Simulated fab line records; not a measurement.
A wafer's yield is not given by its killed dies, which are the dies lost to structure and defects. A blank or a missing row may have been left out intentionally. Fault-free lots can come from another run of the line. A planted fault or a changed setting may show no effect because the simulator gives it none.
Which of the tools did it? ; flow gf180mcu ; 13 lots with 39 wafers sampled at 4 steps, on a route of 602 steps

WHAT EACH GAUGE READ, for each wafer
GF_VT_IMPLANT_RS_MEAS_47: measurement is done with a four-point probe.
lot;measured;on;NWELL_RS (ohm/sq)
L980;day 7 13:29;filmMetro-01;487.7 484.3 486.4
L982;day 8 02:56;filmMetro-02;486.3 487.6 487.1
L983;day 8 08:48;filmMetro-02;489.2 488.9 490.7
L984;day 8 18:16;filmMetro-01;486.3 486.3 484.5
L985;day 8 23:58;filmMetro-03;488.3 489.1 488.2
L986;day 9 06:01;filmMetro-01;488.5 487.9 487.6
L988;day 9 20:35;filmMetro-02;489.7 490.1 490.0
L990;day 10 09:38;filmMetro-02;486.5 488.9 488.3
L992;day 10 23:41;filmMetro-01;487.1 488.9 488.5
L100;day 13 04:25;filmMetro-01;487.0 486.4 486.9
L101;day 13 12:11;filmMetro-03;485.6 486.3 487.1
L102;day 13 17:44;filmMetro-01;485.9 484.5 485.5
L103;day 14 02:13;filmMetro-02;489.2 488.1 487.4

GF_SAB_CD_MEAS_09: target cd 420 nm.
lot;measured;on;cdNm (nm)
L980;day 15 01:22;cdSem-01;424.2 422.7 423.3
L982;day 15 18:01;cdSem-02;420.5 418.3 419.7
L983;day 16 01:43;cdSem-01;421.7 423.5 421.1
L984;day 16 18:01;cdSem-01;418.1 417.4 418.1
L985;day 17 01:01;cdSem-01;420.6 420.2 421.1
L986;day 17 08:55;cdSem-02;421.4 420.5 421.0
L988;day 18 04:35;cdSem-01;416.2 420.7 417.4
L990;day 18 20:51;cdSem-01;420.5 419.5 418.3
L992;day 19 11:49;cdSem-01;424.0 423.1 423.2
L100;day 22 06:42;cdSem-01;418.8 419.7 420.6
L101;day 22 16:29;cdSem-01;423.9 424.2 425.0
L102;day 22 22:27;cdSem-02;420.1 421.7 419.7
L103;day 23 08:35;cdSem-01;417.7 417.5 418.2

WHAT TOOL EACH LOT RAN ON (gives the tool, then ch and the chambers of the sampled wafers, and finally the start)
lot;GF_VT_IMPLANT_COAT_35;GF_VT_IMPLANT_STRIP_42
L980;lithoTrack-01 ch 0, day 7 04:34;plasmaAsher-03 ch 0,1, day 7 13:02
L982;lithoTrack-01 ch 0, day 7 17:40;plasmaAsher-03 ch 1, day 8 02:31
L983;lithoTrack-03 ch 0, day 8 00:05;plasmaAsher-03 ch 0,1, day 8 08:21
L984;lithoTrack-01 ch 0, day 8 08:42;plasmaAsher-01 ch 0,1, day 8 17:49
L985;lithoTrack-03 ch 0, day 8 14:37;plasmaAsher-03 ch 1, day 8 23:32
L986;lithoTrack-01 ch 0, day 8 20:34;plasmaAsher-03 ch 0,1, day 9 05:35
L988;lithoTrack-01 ch 0, day 9 11:04;plasmaAsher-04 ch 0,1, day 9 20:08
L990;lithoTrack-01 ch 0, day 9 23:40;plasmaAsher-03 ch 0,1, day 10 09:11
L992;lithoTrack-01 ch 0, day 10 14:13;plasmaAsher-01 ch 0,1, day 10 23:14
L100;lithoTrack-03 ch 0, day 12 16:55;plasmaAsher-01 ch 0,1, day 13 03:59
L101;lithoTrack-04 ch 0, day 13 01:58;plasmaAsher-04 ch 0,1, day 13 11:46
L102;lithoTrack-01 ch 0, day 13 07:19;plasmaAsher-01 ch 0,1, day 13 17:19
L103;lithoTrack-04 ch 0, day 13 14:58;plasmaAsher-04 ch 0,1, day 14 01:47
- GF_VT_IMPLANT_COAT_35: resist thk 1000 nm.
- GF_VT_IMPLANT_STRIP_42: strips in O2/N2.

WHAT THE TOOLS THEMSELVES READ (means of the sampled wafers that have a number; where no wafer has one, the mark that the record gives instead)
GF_VT_IMPLANT_COAT_35.
lot;tool;spinSpeedRpm (rpm)
L980;lithoTrack-01;2998.1
L982;lithoTrack-01;3001.7
L983;lithoTrack-03;3000.3
L984;lithoTrack-01;3000.6
L985;lithoTrack-03;2999.9
L986;lithoTrack-01;2999.7
L988;lithoTrack-01;3000.6
L990;lithoTrack-01;2999.5
L992;lithoTrack-01;2998.4
L100;lithoTrack-03;3000.1
L101;lithoTrack-04;3000.7
L102;lithoTrack-01;2999.7
L103;lithoTrack-04;3002.2

GF_VT_IMPLANT_STRIP_42.
lot;tool;drypumpMotorCurrentA (A);heaterPowerW (W);n2FlowSccm (sccm);oesProductAu (a.u.);stripTimeToEndpointS (s)
L980;plasmaAsher-03;5.6;311;300.3;0.716;12.72
L982;plasmaAsher-03;5.5;318;300.0;0.716;12.70
L983;plasmaAsher-03;5.6;313;300.8;0.713;12.62
L984;plasmaAsher-01;6.2;294;299.2;0.717;12.69
L985;plasmaAsher-03;5.5;320;300.3;0.714;12.67
L986;plasmaAsher-03;5.8;303;300.2;0.715;12.64
L988;plasmaAsher-04;5.2;321;298.7;0.712;13.51
L990;plasmaAsher-03;5.8;302;299.1;0.717;13.47
L992;plasmaAsher-01;6.1;300;300.4;0.719;13.47
L100;plasmaAsher-01;6.1;304;299.4;0.715;12.63
L101;plasmaAsher-04;5.4;305;299.3;0.715;12.67
L102;plasmaAsher-01;6.1;291;299.9;0.717;12.68
L103;plasmaAsher-04;5.4;306;300.3;0.714;12.69

THE ANSWER, worked out from the rows above alone
Rule: the lots themselves supply what counts as usual. Put in order of their means at a reading, lots are off if they are a third of the lots or fewer, leave a main group of 4 or more, and stand apart from it by a gap of 3 or more times the standard deviation of the main group's means; of several such gaps the widest counts. Not used: any main group whose means are identical at the precision the tables above print for the reading. Also off: a lot with no number at a reading for which 4 or more lots have one. Any other lot the step has rows for is counted as sound. After the gauges, taken in route order, come the tools' own readings; for these a lot's mean is taken, as printed above. The first step at which some lot is off is used, and at that step the reading that is off furthest; a lot without a number counts as furthest.
Off: L988, L990, L992, at GF_VT_IMPLANT_STRIP_42 (stripTimeToEndpointS). For the main group the mean is 12.67 s and the standard deviation 0.03.
A tool fits if, at that step or a process step before it, it ran every lot that is off, and no sound lot after the first of them. None of those tried fits.

WHAT THE SIMULATOR HAD PUT IN
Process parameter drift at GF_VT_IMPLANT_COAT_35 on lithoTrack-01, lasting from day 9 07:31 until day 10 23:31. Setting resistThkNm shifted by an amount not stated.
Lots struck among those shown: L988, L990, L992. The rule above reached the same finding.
